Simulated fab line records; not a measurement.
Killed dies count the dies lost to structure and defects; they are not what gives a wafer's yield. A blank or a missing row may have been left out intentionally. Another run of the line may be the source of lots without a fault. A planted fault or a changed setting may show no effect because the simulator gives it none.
What tool caused it? / flow gf180mcu / 14 lots, 42 wafers sampled, at 4 steps of a route of 602

WHAT THE GAUGES READ, wafer by wafer
GF_PASSIVATION_THK_MEAS_01. Usual: PASSIVATION_CVD_00_THK gives 1001 nm (standard deviation 13).
lot=L612; measured=day 28 07:01; on=film_metro-03; PASSIVATION_CVD_00_THK (nm)=987 1020 989; flag=
lot=L613; measured=day 28 09:26; on=film_metro-02; PASSIVATION_CVD_00_THK (nm)=987 1029 1011; flag=
lot=L614; measured=day 28 16:18; on=film_metro-04; PASSIVATION_CVD_00_THK (nm)=996 1010 991; flag=
lot=L617; measured=day 29 14:08; on=film_metro-02; PASSIVATION_CVD_00_THK (nm)=995 993 1008; flag=
lot=L618; measured=day 30 07:19; on=film_metro-03; PASSIVATION_CVD_00_THK (nm)=991 989 985; flag=
lot=L626; measured=day 32 02:17; on=film_metro-02; PASSIVATION_CVD_00_THK (nm)=979 998 1005; flag=
lot=L627; measured=day 32 08:32; on=film_metro-03; PASSIVATION_CVD_00_THK (nm)=986 977 1014; flag=
lot=L628; measured=day 32 11:27; on=film_metro-04; PASSIVATION_CVD_00_THK (nm)=1004 1013 1034; flag=
lot=L629; measured=day 32 18:32; on=film_metro-04; PASSIVATION_CVD_00_THK (nm)=1002 1013 1017; flag=
lot=L630; measured=day 33 02:38; on=film_metro-04; PASSIVATION_CVD_00_THK (nm)=987 1012 1008; flag=
lot=L631; measured=day 33 09:48; on=film_metro-03; PASSIVATION_CVD_00_THK (nm)=991 1010 1002; flag=
lot=L633; measured=day 33 18:32; on=film_metro-03; PASSIVATION_CVD_00_THK (nm)=988 1001 1006; flag=
lot=L634; measured=day 33 21:56; on=film_metro-03; PASSIVATION_CVD_00_THK (nm)=1017 1029 1020; flag=
lot=L635; measured=day 34 11:25; on=film_metro-04; PASSIVATION_CVD_00_THK (nm)=982 999 996; flag=

WHAT TOOL EACH LOT RAN ON (gives the tool, then ch and the chambers of the sampled wafers, and finally the start)
lot=L612; GF_SALICIDE_WET_ETCH_07=wet_bench-04 ch 3, day 15 09:34; GF_TOP_METAL_SPUTTER_00=pvd_sputter-04, day 27 09:31; GF_TOP_METAL_STRIP_17=plasma_asher-04 ch 0,1, day 28 06:23
lot=L613; GF_SALICIDE_WET_ETCH_07=wet_bench-01 ch 1, day 15 12:32; GF_TOP_METAL_SPUTTER_00=pvd_sputter-03, day 27 12:29; GF_TOP_METAL_STRIP_17=plasma_asher-04 ch 0,1, day 28 08:49
lot=L614; GF_SALICIDE_WET_ETCH_07=wet_bench-03 ch 1, day 15 19:58; GF_TOP_METAL_SPUTTER_00=pvd_sputter-02, day 27 19:19; GF_TOP_METAL_STRIP_17=plasma_asher-04 ch 0,1, day 28 15:40
lot=L617; GF_SALICIDE_WET_ETCH_07=wet_bench-01 ch 3, day 16 20:28; GF_TOP_METAL_SPUTTER_00=pvd_sputter-02, day 28 17:50; GF_TOP_METAL_STRIP_17=plasma_asher-04 ch 0,1, day 29 13:31
lot=L618; GF_SALICIDE_WET_ETCH_07=wet_bench-01 ch 2, day 17 15:26; GF_TOP_METAL_SPUTTER_00=pvd_sputter-04, day 29 10:37; GF_TOP_METAL_STRIP_17=plasma_asher-04 ch 0,1, day 30 06:40
lot=L626; GF_SALICIDE_WET_ETCH_07=wet_bench-03 ch 0, day 20 02:23; GF_TOP_METAL_SPUTTER_00=pvd_sputter-03, day 31 08:05; GF_TOP_METAL_STRIP_17=plasma_asher-04 ch 0,1, day 32 01:38
lot=L627; GF_SALICIDE_WET_ETCH_07=wet_bench-04 ch 3, day 20 12:52; GF_TOP_METAL_SPUTTER_00=pvd_sputter-02, day 31 14:17; GF_TOP_METAL_STRIP_17=plasma_asher-04 ch 0,1, day 32 07:44
lot=L628; GF_SALICIDE_WET_ETCH_07=wet_bench-03 ch 1, day 20 16:00; GF_TOP_METAL_SPUTTER_00=pvd_sputter-02, day 31 17:31; GF_TOP_METAL_STRIP_17=plasma_asher-04 ch 1, day 32 10:46
lot=L629; GF_SALICIDE_WET_ETCH_07=wet_bench-01 ch 2, day 21 03:31; GF_TOP_METAL_SPUTTER_00=pvd_sputter-04, day 32 00:10; GF_TOP_METAL_STRIP_17=plasma_asher-01 ch 0,1, day 32 17:53
lot=L630; GF_SALICIDE_WET_ETCH_07=wet_bench-03 ch 0, day 21 14:38; GF_TOP_METAL_SPUTTER_00=pvd_sputter-02, day 32 09:28; GF_TOP_METAL_STRIP_17=plasma_asher-04 ch 0,1, day 33 01:59
lot=L631; GF_SALICIDE_WET_ETCH_07=wet_bench-04 ch 1, day 21 21:27; GF_TOP_METAL_SPUTTER_00=pvd_sputter-02, day 32 16:59; GF_TOP_METAL_STRIP_17=plasma_asher-03 ch 0,1, day 33 09:11
lot=L633; GF_SALICIDE_WET_ETCH_07=wet_bench-03 ch 2, day 22 10:57; GF_TOP_METAL_SPUTTER_00=pvd_sputter-04, day 33 02:28; GF_TOP_METAL_STRIP_17=plasma_asher-04 ch 0,1, day 33 17:55
lot=L634; GF_SALICIDE_WET_ETCH_07=wet_bench-01 ch 2, day 22 19:50; GF_TOP_METAL_SPUTTER_00=pvd_sputter-02, day 33 06:11; GF_TOP_METAL_STRIP_17=plasma_asher-03 ch 0,1, day 33 21:19
lot=L635; GF_SALICIDE_WET_ETCH_07=wet_bench-01 ch 2, day 23 14:34; GF_TOP_METAL_SPUTTER_00=pvd_sputter-04, day 33 19:14; GF_TOP_METAL_STRIP_17=plasma_asher-03 ch 0,1, day 34 10:20
- GF_SALICIDE_WET_ETCH_07: etches the open film in SPM, target depth 120 nm.
- GF_TOP_METAL_SPUTTER_00: material Ti, target thk 37.5 nm, time 150 s.
- GF_TOP_METAL_STRIP_17: strips in O2/N2.

WHAT THE TOOLS THEMSELVES READ (means of the sampled wafers that have a number; where no wafer has one, the mark that the record gives instead)
GF_TOP_METAL_SPUTTER_00. Usual: substrate_temp_c 200.02 C, standard deviation 0.18; throttle_valve_pct 29.9 %, standard deviation 1.
lot=L612; tool=pvd_sputter-04; substrate_temp_c (C)=200.04; throttle_valve_pct (%)=30.1; flag=
lot=L613; tool=pvd_sputter-03; substrate_temp_c (C)=199.99; throttle_valve_pct (%)=30.5; flag=
lot=L614; tool=pvd_sputter-02; substrate_temp_c (C)=200.13; throttle_valve_pct (%)=29.2; flag=
lot=L617; tool=pvd_sputter-02; substrate_temp_c (C)=200.06; throttle_valve_pct (%)=29.4; flag=
lot=L618; tool=pvd_sputter-04; substrate_temp_c (C)=200.17; throttle_valve_pct (%)=29.7; flag=
lot=L626; tool=pvd_sputter-03; substrate_temp_c (C)=200.16; throttle_valve_pct (%)=30.5; flag=
lot=L627; tool=pvd_sputter-02; substrate_temp_c (C)=199.86; throttle_valve_pct (%)=29.7; flag=
lot=L628; tool=pvd_sputter-02; substrate_temp_c (C)=199.98; throttle_valve_pct (%)=29.4; flag=
lot=L629; tool=pvd_sputter-04; substrate_temp_c (C)=200.03; throttle_valve_pct (%)=29.1; flag=
lot=L630; tool=pvd_sputter-02; substrate_temp_c (C)=200.18; throttle_valve_pct (%)=29.8; flag=
lot=L631; tool=pvd_sputter-02; substrate_temp_c (C)=199.93; throttle_valve_pct (%)=29.3; flag=
lot=L633; tool=pvd_sputter-04; substrate_temp_c (C)=199.89; throttle_valve_pct (%)=30.6; flag=
lot=L634; tool=pvd_sputter-02; substrate_temp_c (C)=200.19; throttle_valve_pct (%)=29.3; flag=
lot=L635; tool=pvd_sputter-04; substrate_temp_c (C)=199.92; throttle_valve_pct (%)=30.0; flag=

GF_TOP_METAL_STRIP_17. Usual: drypump_motor_current_A 5.6 A, standard deviation 0.54; heater_power_w 311 W, standard deviation 26; oes_product_au 0.710 a.u., standard deviation 0.0045; strip_time_to_endpoint_s 12.97 s, standard deviation 0.11.
lot=L612; tool=plasma_asher-04; drypump_motor_current_A (A)=5.3; heater_power_w (W)=305; oes_product_au (a.u.)=0.707; strip_time_to_endpoint_s (s)=13.16; flag=
lot=L613; tool=plasma_asher-04; drypump_motor_current_A (A)=5.2; heater_power_w (W)=301; oes_product_au (a.u.)=0.708; strip_time_to_endpoint_s (s)=13.08; flag=
lot=L614; tool=plasma_asher-04; drypump_motor_current_A (A)=5.6; heater_power_w (W)=297; oes_product_au (a.u.)=0.715; strip_time_to_endpoint_s (s)=12.99; flag=
lot=L617; tool=plasma_asher-04; drypump_motor_current_A (A)=5.2; heater_power_w (W)=301; oes_product_au (a.u.)=0.713; strip_time_to_endpoint_s (s)=12.97; flag=
lot=L618; tool=plasma_asher-04; drypump_motor_current_A (A)=5.7; heater_power_w (W)=304; oes_product_au (a.u.)=0.710; strip_time_to_endpoint_s (s)=12.80; flag=
lot=L626; tool=plasma_asher-04; drypump_motor_current_A (A)=5.6; heater_power_w (W)=298; oes_product_au (a.u.)=0.708; strip_time_to_endpoint_s (s)=13.05; flag=
lot=L627; tool=plasma_asher-04; drypump_motor_current_A (A)=5.3; heater_power_w (W)=301; oes_product_au (a.u.)=0.709; strip_time_to_endpoint_s (s)=12.85; flag=
lot=L628; tool=plasma_asher-04; drypump_motor_current_A (A)=6.1; heater_power_w (W)=298; oes_product_au (a.u.)=0.709; strip_time_to_endpoint_s (s)=12.99; flag=
lot=L629; tool=plasma_asher-01; drypump_motor_current_A (A)=5.6; heater_power_w (W)=342; oes_product_au (a.u.)=0.708; strip_time_to_endpoint_s (s)=13.04; flag=
lot=L630; tool=plasma_asher-04; drypump_motor_current_A (A)=5.6; heater_power_w (W)=300; oes_product_au (a.u.)=0.711; strip_time_to_endpoint_s (s)=13.02; flag=
lot=L631; tool=plasma_asher-03; drypump_motor_current_A (A)=6.1; heater_power_w (W)=294; oes_product_au (a.u.)=0.708; strip_time_to_endpoint_s (s)=12.89; flag=
lot=L633; tool=plasma_asher-04; drypump_motor_current_A (A)=5.6; heater_power_w (W)=299; oes_product_au (a.u.)=0.714; strip_time_to_endpoint_s (s)=12.96; flag=
lot=L634; tool=plasma_asher-03; drypump_motor_current_A (A)=6.1; heater_power_w (W)=293; oes_product_au (a.u.)=0.709; strip_time_to_endpoint_s (s)=12.99; flag=
lot=L635; tool=plasma_asher-03; drypump_motor_current_A (A)=6.1; heater_power_w (W)=298; oes_product_au (a.u.)=0.711; strip_time_to_endpoint_s (s)=12.94; flag=

THE ANSWER, worked out from the rows above alone
Rule: take the mean of a lot's wafers that have a number; if it is more than 3 standard deviations from the usual mean, the lot is off. A lot without any number at a reading at which 4 lots or more have one is off too. Any other lot the step has rows for is counted as sound. After the gauges, taken in route order, come the tools' own readings; for these a lot's mean is taken, as printed above. The first step at which some lot is off is used, and at that step the reading that is off furthest; a lot without a number counts as furthest.
No lot is off on any of the readings shown, so nothing can be concluded from this.

WHAT WAS PUT IN BY THE SIMULATOR
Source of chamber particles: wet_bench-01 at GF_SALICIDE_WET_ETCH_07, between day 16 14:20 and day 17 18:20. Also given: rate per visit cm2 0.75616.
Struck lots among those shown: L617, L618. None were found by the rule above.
